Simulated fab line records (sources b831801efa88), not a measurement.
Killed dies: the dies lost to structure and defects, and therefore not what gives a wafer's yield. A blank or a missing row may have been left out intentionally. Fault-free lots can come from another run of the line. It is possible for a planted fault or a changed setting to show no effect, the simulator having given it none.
fab line records -- flow sky130
[record] lots = 15, wafers = 45, last_day = 50
route steps=708 shown FIELD_ISO@17 LDD_LDN@302 SD_P@329 METAL1@435
lots that met no fault: taken from a fault-free run of the same line
start_h: start of the lot's first displayed wafer, in hours after the record's first day -- wait_h: how many hours have passed since the lot's step before this one -- " as in the row above -- L1.1+2: one row covering several wafers at once -- - either no value or no given start -- * or withheld: withheld -- < > ~ a bound
route shown NAME@n: a module of which the file shows steps, and the number in the route of the first -- usual: mean and standard deviation over wafers with no fault -- same: alike in all rows -- chamber/n: place in a boat -- sites: readings site by site -- _std_site: standard deviation of those values -- _edge_site: inner sites' mean taken away from outer sites' mean -- radius_mm: for every site, how far away it sits from the centre of the wafer -- mask NAME#n: copy n -- behind: the tool/chamber that last shaped the wafer -- hold: cause of the lot's hold/its duration in hours/its outcome -- device: which transistor (n, p or np) failed to switch -- end of line: the route-end tests of the same wafers -- step lacking rows: just its recipe -- killed: dies that structure and defects cost at the first sort, which is not the same as the wafer's yield -- map: the dies of a wafer, with x for killed, . for not killed, _ for no die there
set.NAME: setting as actually run; set.NAME@STEP: the setting as run at that earlier step -- model.NAME: the simulator's own value behind a step, which no gauge read
one table for each step of the route and one row for each wafer, over a sample of lots
services: the hour from which a tool's chamber was out of use, counted from the record's first day as start_h (under 0 if before that day), plus the number of hours and why
[[steps]]
[step SKY_FIELD_ISO_STRIP_16]
[recipe] chemistry = O2/N2, power_w = 1400, pressure_mtorr = 1500, platen_temp_c = withheld, o2_flow_sccm = 3000, n2_flow_sccm = 300, overash_fraction = 0.5
[usual] drypump_motor_current_A = 5.7/0.52, oes_product_au = 0.378/0.0051, strip_time_to_endpoint_s = 3.56/0.035
lot.wafer,tool,chamber,start_h,wait_h,drypump_motor_current_A,oes_product_au,rf_hours_counter_h,strip_time_to_endpoint_s
L715.1,plasma_asher-04,1,29.29,0.0,5.4,0.379,34,3.58
L715.5,plasma_asher-04,0,29.29,0.0,6.0,0.378,-,3.57
L715.6,plasma_asher-04,1,29.29,0.0,5.4,0.381,-,3.59
L716.4,plasma_asher-01,1,38.13,0.1,4.8,0.374,-,3.59
L716.5,plasma_asher-01,1,38.13,0.1,4.8,0.372,-,3.60
L716.6,plasma_asher-01,0,38.13,0.1,6.3,0.366,-,3.61
L717.2,plasma_asher-04,0,40.68,0.0,6.0,0.379,35,3.52
L717.3,plasma_asher-04,1,40.68,0.0,5.4,0.373,-,3.55
L717.4,plasma_asher-04,0,40.68,0.0,6.0,0.379,-,3.52
L719.3,plasma_asher-04,1,50.06,0.1,5.4,0.371,-,3.52
L719.4,plasma_asher-04,0,50.06,0.1,6.0,0.383,-,3.53
L719.5,plasma_asher-04,1,50.06,0.1,5.4,0.369,-,3.56
L720.3,plasma_asher-01,0,55.31,0.1,6.3,0.378,-,3.56
L720.4,plasma_asher-01,1,55.31,0.1,4.8,0.376,-,3.57
L720.5,plasma_asher-01,1,55.31,0.1,4.8,0.378,-,3.57
L721.1,plasma_asher-04,1,59.59,0.0,5.4,0.380,37,3.63
L721.3,plasma_asher-04,1,59.59,0.0,5.4,0.391,-,3.58
L721.5,plasma_asher-04,1,59.59,0.0,5.4,0.384,-,3.60
L722.4,plasma_asher-02,0,65.08,0.1,6.3,0.377,-,3.57
L722.5,plasma_asher-02,0,65.08,0.1,6.2,0.376,-,3.55
L722.6,plasma_asher-02,1,65.08,0.1,5.6,0.381,-,3.53
L724.1,plasma_asher-01,0,75.29,0.0,6.3,0.381,40,3.54
L724.2,plasma_asher-01,1,75.29,0.0,4.8,0.369,40,3.62
L724.6,plasma_asher-01,0,75.29,0.0,6.3,0.366,-,3.54
L725.1,plasma_asher-01,0,82.69,0.0,6.3,0.376,40,3.57
L725.3,plasma_asher-01,0,82.69,0.0,6.3,0.367,-,3.55
L725.6,plasma_asher-01,1,82.69,0.0,4.8,0.384,-,3.59
L729.1,plasma_asher-04,0,102.23,0.0,6.0,0.381,42,3.54
L729.3,plasma_asher-04,0,102.23,0.0,6.0,0.381,-,3.52
L729.4,plasma_asher-04,1,102.23,0.0,5.4,0.374,-,3.55
L732.1,plasma_asher-01,1,121.98,0.0,4.8,0.376,44,3.49
L732.3,plasma_asher-01,0,121.98,0.0,6.3,0.378,-,3.54
L732.5,plasma_asher-01,1,121.98,0.0,4.8,0.377,-,3.53
L734.1,plasma_asher-02,1,128.14,0.0,5.6,0.379,31,3.52
L734.3,plasma_asher-02,1,128.14,0.0,5.6,0.380,-,3.60
L734.5,plasma_asher-02,1,128.14,0.0,5.6,0.386,-,3.53
L736.2,plasma_asher-02,1,144.99,0.0,5.6,0.373,33,3.55
L736.4,plasma_asher-02,0,144.99,0.0,6.2,0.375,-,3.55
L736.6,plasma_asher-02,0,144.99,0.0,6.2,0.383,-,3.52
L737.3,plasma_asher-01,1,145.37,0.1,4.8,0.381,-,3.50
L737.4,plasma_asher-01,0,145.37,0.1,6.3,0.375,-,3.52
L737.5,plasma_asher-01,0,145.37,0.1,6.3,0.375,-,3.62
L738.1,plasma_asher-04,0,150.48,0.0,6.0,0.380,46,3.58
L738.4,plasma_asher-04,1,150.48,0.0,5.4,0.372,-,3.55
L738.5,plasma_asher-04,1,150.48,0.0,5.4,0.374,-,3.58
[step SKY_LDD_LDN_TW_MEAS_13]
[usual] LDD_LDN_TW = 1477/13
lot.wafer,tool,chamber,start_h,wait_h,LDD_LDN_TW
L715.1,film_metro-04,-,524.83,0.1,1488
L715.5,film_metro-04,-,524.83,0.1,1486
L715.6,film_metro-04,-,524.83,0.1,1468
L717.2,film_metro-04,-,538.00,0.1,1496
L717.3,film_metro-04,-,538.00,0.1,1488
L717.4,film_metro-04,-,538.00,0.1,1486
L716.4,film_metro-03,-,538.15,0.1,1453
L716.5,film_metro-03,-,538.15,0.1,1458
L716.6,film_metro-03,-,538.15,0.1,1449
L719.3,film_metro-01,-,566.34,0.1,1478
L719.4,film_metro-01,-,566.34,0.1,1475
L719.5,film_metro-01,-,566.34,0.1,1483
L720.3,film_metro-01,-,569.74,0.1,1482
L720.4,film_metro-01,-,569.74,0.1,1483
L720.5,film_metro-01,-,569.74,0.1,1481
L721.1,film_metro-04,-,572.93,0.1,1485
L721.3,film_metro-04,-,572.93,0.1,1475
L721.5,film_metro-04,-,572.93,0.1,1483
L722.4,film_metro-01,-,582.27,0.1,1490
L722.5,film_metro-01,-,582.27,0.1,1483
L722.6,film_metro-01,-,582.27,0.1,1476
L724.1,film_metro-01,-,603.32,0.1,1486
L724.2,film_metro-01,-,603.32,0.1,1489
L724.6,film_metro-01,-,603.32,0.1,1476
L725.1,film_metro-04,-,612.89,0.1,1496
L725.3,film_metro-04,-,612.89,0.1,1487
L725.6,film_metro-04,-,612.89,0.1,1479
L729.1,film_metro-01,-,649.48,0.1,1490
L729.3,film_metro-01,-,649.48,0.1,1491
L729.4,film_metro-01,-,649.48,0.1,1485
L732.1,film_metro-04,-,689.89,0.1,1494
L732.3,film_metro-04,-,689.89,0.1,1486
L732.5,film_metro-04,-,689.89,0.1,1485
L734.1,film_metro-03,-,691.27,0.1,1453
L734.3,film_metro-03,-,691.27,0.1,1458
L734.5,film_metro-03,-,691.27,0.1,1456
L737.3,film_metro-03,-,709.10,0.1,1465
L737.4,film_metro-03,-,709.10,0.1,1461
L737.5,film_metro-03,-,709.10,0.1,1451
L736.2,film_metro-01,-,709.68,0.1,1475
L736.4,film_metro-01,-,709.68,0.1,1478
L736.6,film_metro-01,-,709.68,0.1,1476
L738.1,film_metro-03,-,715.03,0.1,1458
L738.4,film_metro-03,-,715.03,0.1,1464
L738.5,film_metro-03,-,715.03,0.1,1453
[step SKY_SD_P_IMPLANT_09]
[recipe] species = BF2, energy_kev = 20, dose_cm2 = 3e+15, tilt_deg = 0
[usual] beam_energy_keV = 19.999/0.006, beam_on_s = 13.3/1.6, dose_ions_cm2 = 3e+15/3.3e+12
lot.wafer,tool,chamber,start_h,wait_h,beam_energy_keV,beam_on_s,dose_ions_cm2
L715.1,implanter-04,0,586.76,0.0,19.997,13.7,2.999e+15
L715.5,implanter-04,0,586.76,0.0,19.999,13.6,2.999e+15
L715.6,implanter-04,0,586.76,0.0,20.000,13.7,3.003e+15
L717.2,implanter-04,0,599.14,0.0,19.991,13.2,3.001e+15
L717.3,implanter-04,0,599.14,0.0,20.005,13.3,2.997e+15
L717.4,implanter-04,0,599.14,0.0,20.006,13.6,3e+15
L716.4,implanter-03,0,599.62,0.1,20.002,11.0,2.995e+15
L716.5,implanter-03,0,599.62,0.1,20.001,11.3,2.998e+15
L716.6,implanter-03,0,599.62,0.1,20.003,11.0,3.002e+15
L719.3,implanter-03,0,626.78,0.1,19.995,10.5,3.005e+15
L719.4,implanter-03,0,626.78,0.1,19.992,10.7,3.003e+15
L719.5,implanter-03,0,626.78,0.1,20.001,10.7,3.004e+15
L720.3,implanter-03,0,629.96,0.1,20.002,10.3,2.998e+15
L720.4,implanter-03,0,629.96,0.1,20.003,10.8,2.997e+15
L720.5,implanter-03,0,629.96,0.1,19.998,10.8,3e+15
L721.1,implanter-01,0,633.13,0.0,20.006,15.2,2.995e+15
L721.3,implanter-01,0,633.13,0.0,20.016,14.7,2.999e+15
L721.5,implanter-01,0,633.13,0.0,20.007,15.1,2.998e+15
L722.4,implanter-03,0,642.54,0.1,19.984,11.1,3.005e+15
L722.5,implanter-03,0,642.54,0.1,19.996,10.6,3.005e+15
L722.6,implanter-03,0,642.54,0.1,19.995,11.0,2.997e+15
L724.1,implanter-04,0,663.70,0.0,19.993,13.7,2.996e+15
L724.2,implanter-04,0,663.70,0.0,19.996,13.7,2.998e+15
L724.6,implanter-04,0,663.70,0.0,20.006,13.3,2.999e+15
L725.1,implanter-04,0,672.75,0.0,20.005,13.6,3.003e+15
L725.3,implanter-04,0,672.75,0.0,19.992,13.2,2.999e+15
L725.6,implanter-04,0,672.75,0.0,19.992,13.6,2.996e+15
L729.1,implanter-04,0,706.76,0.0,20.001,13.7,3.006e+15
L729.3,implanter-04,0,706.76,0.0,20.000,13.5,3.003e+15
L729.4,implanter-04,0,706.76,0.0,20.002,13.5,3.003e+15
L732.1,implanter-04,0,757.66,0.0,20.010,13.6,2.998e+15
L732.3,implanter-04,0,757.66,0.0,20.003,13.4,2.998e+15
L732.5,implanter-04,0,757.66,0.0,19.995,13.5,3.004e+15
L734.1,implanter-03,-,757.96,0.0,-,-,-
L734.3,implanter-03,-,757.96,0.0,-,-,-
L734.5,implanter-03,-,757.96,0.0,-,-,-
L737.3,implanter-03,-,765.33,0.1,-,-,-
L737.4,implanter-03,-,765.33,0.1,-,-,-
L737.5,implanter-03,-,765.33,0.1,-,-,-
L736.2,implanter-01,-,765.67,0.0,-,-,-
L736.4,implanter-01,-,765.67,0.0,-,-,-
L736.6,implanter-01,-,765.67,0.0,-,-,-
L738.1,implanter-01,0,772.36,0.0,20.000,14.7,2.995e+15
L738.4,implanter-01,0,772.36,0.0,20.003,14.7,2.996e+15
L738.5,implanter-01,0,772.36,0.0,19.995,14.8,3.001e+15
[step SKY_SD_P_STRIP_10]
[recipe] chemistry = O2/N2, power_w = 1400, pressure_mtorr = 1500, platen_temp_c = withheld, o2_flow_sccm = 3000, n2_flow_sccm = 300, overash_fraction = 0.5
[usual] drypump_motor_current_A = 5.7/0.52, oes_product_au = 0.616/0.0043, strip_time_to_endpoint_s = 17.48/0.044
lot.wafer,tool,chamber,start_h,wait_h,drypump_motor_current_A,oes_product_au,rf_hours_counter_h,strip_time_to_endpoint_s
L715.1,plasma_asher-03,0,586.91,0.1,6.2,0.624,43,17.47
L715.5,plasma_asher-03,1,586.91,0.1,5.4,0.621,-,17.43
L715.6,plasma_asher-03,0,586.91,0.1,6.2,0.621,-,17.41
L717.2,plasma_asher-03,0,599.26,0.1,6.2,0.617,44,17.44
L717.3,plasma_asher-03,1,599.26,0.1,5.4,0.618,-,17.39
L717.4,plasma_asher-03,0,599.26,0.1,6.2,0.607,-,17.42
L716.4,plasma_asher-01,0,599.73,0.1,6.3,0.615,-,17.46
L716.5,plasma_asher-01,0,599.73,0.1,6.3,0.617,-,17.51
L716.6,plasma_asher-01,1,599.73,0.1,4.8,0.626,-,17.47
L719.3,plasma_asher-03,0,626.91,0.1,6.2,0.612,-,17.47
L719.4,plasma_asher-03,1,626.91,0.1,5.3,0.623,-,17.47
L719.5,plasma_asher-03,1,626.91,0.1,5.3,0.617,-,17.47
L720.3,plasma_asher-04,1,630.10,0.1,5.4,0.624,-,17.51
L720.4,plasma_asher-04,0,630.10,0.1,6.0,0.617,-,17.46
L720.5,plasma_asher-04,0,630.10,0.1,6.0,0.609,-,17.45
L721.1,plasma_asher-03,1,633.28,0.1,5.4,0.618,47,17.49
L721.3,plasma_asher-03,1,633.28,0.1,5.3,0.620,-,17.49
L721.5,plasma_asher-03,1,633.28,0.1,5.3,0.614,-,17.51
L722.4,plasma_asher-03,0,642.65,0.1,6.2,0.611,-,17.51
L722.5,plasma_asher-03,1,642.65,0.1,5.3,0.613,-,17.56
L722.6,plasma_asher-03,0,642.65,0.1,6.2,0.624,-,17.54
L724.1,plasma_asher-01,0,663.85,0.1,6.3,0.620,97,17.56
L724.2,plasma_asher-01,1,663.85,0.1,4.8,0.610,97,17.58
L724.6,plasma_asher-01,1,663.85,0.1,4.8,0.617,-,17.57
L725.1,plasma_asher-03,0,672.90,0.1,6.2,0.610,51,17.50
L725.3,plasma_asher-03,1,672.90,0.1,5.3,0.617,-,17.49
L725.6,plasma_asher-03,0,672.90,0.1,6.2,0.622,-,17.45
L729.1,plasma_asher-03,0,706.91,0.1,6.2,0.609,55,17.47
L729.3,plasma_asher-03,1,706.91,0.1,5.3,0.621,-,17.48
L729.4,plasma_asher-03,0,706.91,0.1,6.2,0.611,-,17.46
L732.1,plasma_asher-01,1,757.81,0.1,4.8,0.613,1,17.49
L732.3,plasma_asher-01,0,757.81,0.1,6.3,0.616,-,17.55
L732.5,plasma_asher-01,0,757.81,0.1,6.3,0.616,-,17.51
L734.1,plasma_asher-03,0,758.11,0.1,6.2,0.717,60,14.11
L734.3,plasma_asher-03,0,758.11,0.1,6.2,0.724,-,14.13
L734.5,plasma_asher-03,1,758.11,0.1,5.4,0.719,-,14.11
L737.3,plasma_asher-04,1,765.46,0.1,5.3,0.715,-,14.13
L737.4,plasma_asher-04,0,765.46,0.1,6.0,0.715,-,14.16
L737.5,plasma_asher-04,0,765.46,0.1,6.0,0.716,-,14.13
L736.2,plasma_asher-03,1,765.80,0.1,5.4,0.708,61,14.21
L736.4,plasma_asher-03,0,765.80,0.1,6.2,0.717,-,14.19
L736.6,plasma_asher-03,0,765.80,0.1,6.2,0.714,-,14.13
L738.1,plasma_asher-03,1,772.51,0.1,5.3,0.619,61,17.40
L738.4,plasma_asher-03,0,772.51,0.1,6.2,0.617,-,17.45
L738.5,plasma_asher-03,0,772.51,0.1,6.2,0.616,-,17.42
[step SKY_SD_P_TW_MEAS_11]
[usual] SD_P_TW = 2817/20
lot.wafer,tool,chamber,start_h,wait_h,SD_P_TW
L715.1,film_metro-01,-,587.01,0.1,2826
L715.5,film_metro-01,-,587.01,0.1,2830
L715.6,film_metro-01,-,587.01,0.1,2833
L717.2,film_metro-02,-,599.37,0.1,2817
L717.3,film_metro-02,-,599.37,0.1,2832
L717.4,film_metro-02,-,599.37,0.1,2827
L716.4,film_metro-01,-,599.83,0.1,2824
L716.5,film_metro-01,-,599.83,0.1,2831
L716.6,film_metro-01,-,599.83,0.1,2836
L719.3,film_metro-01,-,627.00,0.1,2861
L719.4,film_metro-01,-,627.00,0.1,2845
L719.5,film_metro-01,-,627.00,0.1,2842
L720.3,film_metro-02,-,630.18,0.1,2810
L720.4,film_metro-02,-,630.18,0.1,2799
L720.5,film_metro-02,-,630.18,0.1,2810
L721.1,film_metro-03,-,633.38,0.1,2777
L721.3,film_metro-03,-,633.38,0.1,2793
L721.5,film_metro-03,-,633.38,0.1,2803
L722.4,film_metro-03,-,642.74,0.1,2799
L722.5,film_metro-03,-,642.74,0.1,2791
L722.6,film_metro-03,-,642.74,0.1,2798
L724.1,film_metro-01,-,663.95,0.1,2846
L724.2,film_metro-01,-,663.95,0.1,2836
L724.6,film_metro-01,-,663.95,0.1,2851
L725.1,film_metro-02,-,673.00,0.1,2800
L725.3,film_metro-02,-,673.00,0.1,2802
L725.6,film_metro-02,-,673.00,0.1,2810
L729.1,film_metro-02,-,707.01,0.1,2818
L729.3,film_metro-02,-,707.01,0.1,2806
L729.4,film_metro-02,-,707.01,0.1,2810
L732.1,film_metro-02,-,757.91,0.1,2831
L732.3,film_metro-02,-,757.91,0.1,2827
L732.5,film_metro-02,-,757.91,0.1,2819
L734.1,film_metro-01,-,758.21,0.1,30
L734.3,film_metro-01,-,758.21,0.1,30
L734.5,film_metro-01,-,758.21,0.1,30
L737.3,film_metro-01,-,765.55,0.1,30
L737.4,film_metro-01,-,765.55,0.1,30
L737.5,film_metro-01,-,765.55,0.1,30
L736.2,film_metro-03,-,765.91,0.1,30
L736.4,film_metro-03,-,765.91,0.1,30
L736.6,film_metro-03,-,765.91,0.1,30
L738.1,film_metro-01,-,772.61,0.1,2857
L738.4,film_metro-01,-,772.61,0.1,2848
L738.5,film_metro-01,-,772.61,0.1,2858
[step SKY_SD_N_RS_MEAS_17]
[recipe] thk_meas_gauge = four-point-probe
[usual] SD_P_RS = 147.2/0.37
lot.wafer,tool,chamber,start_h,wait_h,SD_P_RS[ohm/sq]
L715.1,film_metro-02,-,646.88,0.1,146.8
L715.5,film_metro-02,-,646.88,0.1,146.6
L715.6,film_metro-02,-,646.88,0.1,147.4
L717.2,film_metro-02,-,659.31,0.1,147.7
L717.3,film_metro-02,-,659.31,0.1,148.0
L717.4,film_metro-02,-,659.31,0.1,147.3
L716.4,film_metro-03,-,659.51,0.1,147.3
L716.5,film_metro-03,-,659.51,0.1,146.8
L716.6,film_metro-03,-,659.51,0.1,147.1
L719.3,film_metro-02,-,684.46,0.1,147.5
L719.4,film_metro-02,-,684.46,0.1,147.5
L719.5,film_metro-02,-,684.46,0.1,147.1
L720.3,film_metro-03,-,688.01,0.1,147.3
L720.4,film_metro-03,-,688.01,0.1,147.7
L720.5,film_metro-03,-,688.01,0.1,147.5
L721.1,film_metro-02,-,690.89,0.1,147.9
L721.3,film_metro-02,-,690.89,0.1,147.9
L721.5,film_metro-02,-,690.89,0.1,148.0
L722.4,film_metro-01,-,699.36,0.1,147.1
L722.5,film_metro-01,-,699.36,0.1,147.3
L722.6,film_metro-01,-,699.36,0.1,147.3
L724.1,film_metro-02,-,720.52,0.1,147.0
L724.2,film_metro-02,-,720.52,0.1,146.7
L724.6,film_metro-02,-,720.52,0.1,146.4
L725.1,film_metro-02,-,727.45,0.1,147.4
L725.3,film_metro-02,-,727.45,0.1,146.9
L725.6,film_metro-02,-,727.45,0.1,147.9
L729.1,film_metro-03,-,762.70,0.1,146.7
L729.3,film_metro-03,-,762.70,0.1,147.0
L729.4,film_metro-03,-,762.70,0.1,147.0
L732.1,film_metro-01,-,811.50,0.1,146.9
L732.3,film_metro-01,-,811.50,0.1,147.0
L732.5,film_metro-01,-,811.50,0.1,147.2
L734.1,film_metro-03,-,812.28,0.1,133.0
L734.3,film_metro-03,-,812.28,0.1,132.8
L734.5,film_metro-03,-,812.28,0.1,133.1
L737.3,film_metro-02,-,818.24,0.1,132.9
L737.4,film_metro-02,-,818.24,0.1,132.9
L737.5,film_metro-02,-,818.24,0.1,132.9
L736.2,film_metro-03,-,818.60,0.1,133.0
L736.4,film_metro-03,-,818.60,0.1,132.9
L736.6,film_metro-03,-,818.60,0.1,133.0
L738.1,film_metro-03,-,825.87,0.1,146.7
L738.4,film_metro-03,-,825.87,0.1,146.8
L738.5,film_metro-03,-,825.87,0.1,146.9
[step SKY_METAL1_SPUTTER_01]
[recipe] material = TiN, target_thk_nm = 20, power_w = 6500, time_s = 16.7, chamber_pressure_pa = 0.4
[usual] cathode_dc_power_W = 6499.8/1.2, throttle_valve_pct = 29.7/1.2
lot.wafer,tool,chamber,start_h,wait_h,cathode_dc_power_W,throttle_valve_pct
L715.1,pvd_sputter-03,-,742.34,0.0,6499.6,32.6
L715.5,pvd_sputter-03,-,742.34,0.0,6500.3,32.1
L715.6,pvd_sputter-03,-,742.34,0.0,6499.0,28.5
L717.2,pvd_sputter-01,-,749.01,0.0,6500.0,31.3
L717.3,pvd_sputter-01,-,749.01,0.0,6500.6,29.2
L717.4,pvd_sputter-01,-,749.01,0.0,6501.6,28.5
L716.4,pvd_sputter-03,-,749.79,0.0,6500.2,32.4
L716.5,pvd_sputter-03,-,749.79,0.0,6500.8,29.9
L716.6,pvd_sputter-03,-,749.79,0.0,6497.4,30.8
L719.3,pvd_sputter-01,-,773.66,0.0,6500.1,28.2
L719.4,pvd_sputter-01,-,773.66,0.0,6500.1,28.3
L719.5,pvd_sputter-01,-,773.66,0.0,6500.6,28.3
L720.3,pvd_sputter-01,-,775.00,0.0,6498.7,28.4
L720.4,pvd_sputter-01,-,775.00,0.0,6500.3,31.3
L720.5,pvd_sputter-01,-,775.00,0.0,6501.0,28.6
L721.1,pvd_sputter-01,-,779.25,0.0,6500.2,29.2
L721.3,pvd_sputter-01,-,779.25,0.0,6500.3,28.4
L721.5,pvd_sputter-01,-,779.25,0.0,6500.5,28.2
L722.4,pvd_sputter-02,-,782.82,0.0,6499.7,30.1
L722.5,pvd_sputter-02,-,782.82,0.0,6499.7,30.9
L722.6,pvd_sputter-02,-,782.82,0.0,6499.9,30.0
L724.1,pvd_sputter-02,-,806.39,0.0,6499.6,30.9
L724.2,pvd_sputter-02,-,806.39,0.0,6500.4,29.8
L724.6,pvd_sputter-02,-,806.39,0.0,6500.2,31.0
L725.1,pvd_sputter-02,-,811.72,0.0,6499.3,30.1
L725.3,pvd_sputter-02,-,811.72,0.0,6499.8,30.1
L725.6,pvd_sputter-02,-,811.72,0.0,6501.1,30.0
L729.1,pvd_sputter-01,-,846.75,0.0,6498.4,28.3
L729.3,pvd_sputter-01,-,846.75,0.0,6499.1,28.3
L729.4,pvd_sputter-01,-,846.75,0.0,6499.0,29.2
L732.1,pvd_sputter-01,-,894.67,0.0,6500.1,29.3
L732.3,pvd_sputter-01,-,894.67,0.0,6500.2,31.2
L732.5,pvd_sputter-01,-,894.67,0.0,6498.4,28.3
L738.1,pvd_sputter-01,-,907.19,0.0,6501.0,29.2
L738.4,pvd_sputter-01,-,907.19,0.0,6498.1,31.1
L738.5,pvd_sputter-01,-,907.19,0.0,6500.0,28.6
[[services]]
tool,chamber,start_h,hours,kind
plasma_asher-04,-,8.91,6.6,repair
plasma_asher-01,-,98.46,1.9,repair
plasma_asher-03,-,108.75,9.0,pm
plasma_asher-04,-,120.82,2.8,pm
plasma_asher-04,-,143.69,4.9,repair
plasma_asher-03,-,150.50,2.8,pm
plasma_asher-01,-,161.90,2.8,pm
plasma_asher-01,-,201.48,10.9,repair
plasma_asher-01,-,234.74,1.3,repair
plasma_asher-01,-,246.27,3.2,repair
plasma_asher-03,-,295.94,4.4,repair
plasma_asher-03,-,315.81,4.0,repair
plasma_asher-04,-,345.66,15.6,pm
plasma_asher-03,-,367.16,9.7,repair
plasma_asher-03,-,454.56,19.3,repair
plasma_asher-03,-,473.83,14.6,pm
plasma_asher-01,-,580.32,5.3,repair
plasma_asher-03,-,596.63,2.4,repair
plasma_asher-01,-,614.11,7.3,repair
plasma_asher-01,-,733.75,9.0,pm
plasma_asher-01,-,746.86,4.0,repair
plasma_asher-03,-,790.02,0.8,repair
plasma_asher-01,-,844.24,4.9,repair
plasma_asher-01,-,850.59,5.1,repair
[[key]]
[first_sign] step = SKY_SD_P_IMPLANT_09, reading = tool_record, direction = missing
[effect] step = SKY_SD_P_STRIP_10, reading = strip_time_to_endpoint_s, direction = down, sigmas = 76, usual = *, struck = *
[effect] step = SKY_SD_P_TW_MEAS_11, reading = SD_P_TW, direction = down, sigmas = 99+, usual = 2817, struck = 30
[effect] step = SKY_SD_N_RS_MEAS_17, reading = SD_P_RS, direction = down, sigmas = 39, usual = 147.2, struck = 132.9
met_at SKY_SD_P_IMPLANT_09
struck_lots L734,L736,L737
later_rows_left_out L734.1,L734.3,L734.5,L736.2,L736.4,L736.6,L737.3,L737.4,L737.5
sort_left_out L734.1,L734.3,L734.5,L736.2,L736.4,L736.6,L737.3,L737.4,L737.5
tester_left_out L734,L736,L737
not_acting_at SKY_FIELD_ISO_STRIP_16,SKY_LDD_LDN_TW_MEAS_13,SKY_METAL1_SPUTTER_01
onset_between 642.54 757.96
[fault] kind = skipped_step_whole, tool = implanter-01,implanter-03, chamber = -, onset_h = 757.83, steps = SKY_SD_P_IMPLANT_09, scope = struck_lots_only
// tester_left_out: of these lots the tester's yield and bins aren't shown, on N5 and GAA mostly nor the transistor test; their killed dies are dies lost to structure and defects alone, not to doping, threshold or leakage, so they don't give the yield
// sort_left_out: the simulated sort isn't trusted on such a fault, so these wafers' sort isn't shown, and their yield isn't known
// later_rows_left_out: the simulator's readings of these wafers behind a module that went badly wrong aren't trusted and aren't shown, but for the sort
